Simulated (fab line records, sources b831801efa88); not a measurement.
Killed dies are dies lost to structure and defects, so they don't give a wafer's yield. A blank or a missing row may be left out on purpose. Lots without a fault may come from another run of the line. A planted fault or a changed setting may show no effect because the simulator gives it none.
A struck lot beside a sound one | flow sky130 | 14 steps out of a route of 708
Sound: wafers L375.3, L375.5, L375.6. Struck: wafers L380.1, L380.4, L380.5. The cause comes at the end.
At each step with rows: each side's tool, then ch and its chambers, then its first start. Under that, the readings that differ: sound wafers | struck wafers | difference of the means | sigmas: that difference in standard deviations of wafers without a fault.
alike: readings whose means differ by less than 2 such deviations, and words and numbers that are the same on both sides. not compared: withheld readings, readings that some wafer has no value for, bounds like >300 that may hide the same value, and numbers for which the record gives no deviation and whose values overlap.
The two part at a step that has a row with sigmas, a row that says differs or no value, or rows on one side only. Numbers that don't overlap but have no deviation are shown without sigmas and don't part them. A reading that every wafer of one side lacks parts them only if that side has two wafers or more.

SKY_LI_CONTACT_THK_MEAS_23: measures by xrf.
  sound on film_metro-02, day 33 11:15; struck on film_metro-04, day 34 14:31
  alike: LI_CONTACT_W_THK
SKY_LI_CONTACT_CMP_24: polishes, stops on PSG, t overpolish 20 s, target thk 0 nm.
  sound on cmp-02 ch 1,2, day 33 11:17; struck on cmp-02 ch 0,2, day 34 14:38
  alike: motor_current_A, overpolish_run_s, time_to_endpoint_s
SKY_LOCAL_INTERCONNECT_SPUTTER_00: material TiN, target thk 100 nm, time 83.3 s.
  sound on pvd_sputter-03, day 33 11:35; struck on pvd_sputter-02, day 34 14:53
  alike: susceptor_temp_C, throttle_valve_pct
SKY_LOCAL_INTERCONNECT_RS_MEAS_01: measures by four-point-probe.
  sound on film_metro-04, day 33 11:41; struck on film_metro-04, day 34 14:56
  alike: LOCAL_INTERCONNECT_TIN_RS
SKY_LOCAL_INTERCONNECT_THK_MEAS_02: measures by xrf.
  sound on film_metro-04, day 33 11:47; struck on film_metro-04, day 34 15:04
  alike: LOCAL_INTERCONNECT_TIN_THK
then, 7 steps without rows for these wafers: SKY_LOCAL_INTERCONNECT_DEHYDRATE_03 (time 60 s); SKY_LOCAL_INTERCONNECT_HMDS_04 (prime time 60 s); SKY_LOCAL_INTERCONNECT_COAT_05 (resist thk 60 nm); SKY_LOCAL_INTERCONNECT_COAT_06 (resist thk 450 nm); SKY_LOCAL_INTERCONNECT_SOFTBAKE_07 (time 90 s); SKY_LOCAL_INTERCONNECT_EXPOSE_08 (exposes mask LI1M, target cd 170 nm); SKY_LOCAL_INTERCONNECT_PEB_09.
SKY_LOCAL_INTERCONNECT_DEVELOP_10: develop time 60 s.
  sound on litho_track-04 ch 0, day 34 14:00; struck on litho_track-04, day 35 17:00
  no value came back on the struck wafers for chill_plate_temp_C (C), develop_time_s (s), resist_line_temp_C (C); on the sound wafers chill_plate_temp_C (C) reads 22.94 22.93 23.06
  reading                                                   | sound             | struck            | difference | sigmas
  model.KrF-thick_of_LOCAL_INTERCONNECT_COAT_06.thk_nm (nm) | 437.1 435.3 435.6 | 449.1 449.8 449.5 | +13.5      |
SKY_LOCAL_INTERCONNECT_CD_MEAS_11: target cd 170 nm.
  sound on cd_sem-01, day 34 14:13; struck on cd_sem-02, day 35 17:34
  reading    | sound             | struck | difference                    | sigmas
  cd_nm (nm) | 169.6 168.9 167.5 | - - -  | no value on the struck wafers |

WHERE THEY PART
First at SKY_LOCAL_INTERCONNECT_DEVELOP_10; last, within this record, at SKY_LOCAL_INTERCONNECT_CD_MEAS_11.

WHY: what the simulator had put in
Skipped step whole: litho_track-04, from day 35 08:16 on, at SKY_LOCAL_INTERCONNECT_DEVELOP_10. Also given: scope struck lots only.
